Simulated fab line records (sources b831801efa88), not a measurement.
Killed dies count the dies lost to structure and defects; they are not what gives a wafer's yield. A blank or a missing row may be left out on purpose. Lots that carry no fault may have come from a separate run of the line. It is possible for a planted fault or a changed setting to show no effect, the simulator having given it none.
8D (eight disciplines) problem report, filled in by code || flow gf180mcu || the parts of the form that need people (team, actions taken, sign-off) are left out

1. THE ISSUE
Wafers free of any fault read 0.5 nm (standard deviation 1.5) for NWELL_OVL at GF_NWELL_OVL_MEAS_07, against a mean of -85.2 nm on 6 wafers of 2 lots. Measured from the usual mean, that is -57 standard deviations.
First observed at day 6 19:54: wafer L548.1, on overlay-01. The record has a number at this step for 42 wafers belonging to 14 lots. By rule, "out" or "out of limits" means more than 4 standard deviations away from the usual mean. The rest of the wafers with a number are treated as sound.

2. WHAT IT IS AND WHAT IT IS NOT
{"question": "which readings at this step", "is": "NWELL_OVL", "is not": "-"}
{"question": "which lots", "is": "L548, L549", "is not": "L533, L534, L535, L536, L538, L539, L540, L542, L543, L550, L553, L556"}
{"question": "which wafers of those lots", "is": "all that have a number", "is not": "-"}
{"question": "read on which gauges", "is": "overlay-01", "is not": "overlay-02"}
{"question": "when", "is": "from day 6 19:54", "is not": "up to then (27 sound wafers); but 9 sound wafers of L550, L553, L556 came after"}

3. SUSPECTS, AND WHAT RULES EACH OUT
Counting: a tool at a process step up to the reading stays a suspect if it ran every lot that is out and no sound lot after the first of them.
- the gauge at GF_NWELL_OVL_MEAS_07: kept. All the wafers that are out were read on overlay-01, and no step on other tools shows them out.
- iline stepper-02 at GF_NWELL_EXPOSE_04 (exposes mask Nwell, target cd 860 nm): kept. It ran every lot that is out, first L548 (day 6 12:20), and no sound lot after that; its last sound lot up to then is L543 (day 5 09:20).
Left after counting: iline stepper-02 at GF_NWELL_EXPOSE_04, overlay-01 at GF_NWELL_OVL_MEAS_07.

4. THE CAUSE (what the simulator had put in)
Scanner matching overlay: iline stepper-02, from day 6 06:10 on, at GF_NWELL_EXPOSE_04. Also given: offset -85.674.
Counting leaves 2 suspects; this tool is one of them.

5. SEQUENCE OF EFFECTS, ordered by route
Each row: a reading whose mean over the struck wafers that have a number lies more than 3 standard deviations from the usual. Only readings whose record carries a usual standard deviation are examined. hours: median over the lots of the time between each lot's start at the first step of this table that gives one and its start at this step. sigmas: the change, counted in usual standard deviations.
{"hours": 0, "step": "GF_NWELL_OVL_MEAS_07", "reading": "NWELL_OVL", "usual": "0.5 nm", "on struck wafers": -85.2, "change": -85.7, "sigmas": -57}
At these later measuring or inspecting steps, every struck wafer for which the step has a row has a number for every such reading, and none has moved that far: GF_CONTACT_BOW_MEAS_05.

6. HOW IT WOULD HAVE BEEN CAUGHT EARLIER
Counted from the fault's start at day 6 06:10, it took 14 hours until the first out-of-limits reading at a measuring or inspecting step in this record, taken at day 6 19:54.
All the lots that are out (2) had begun GF_NWELL_EXPOSE_04 on iline stepper-02 by day 6 19:54. A hold on the tool at that time would have spared none of them.
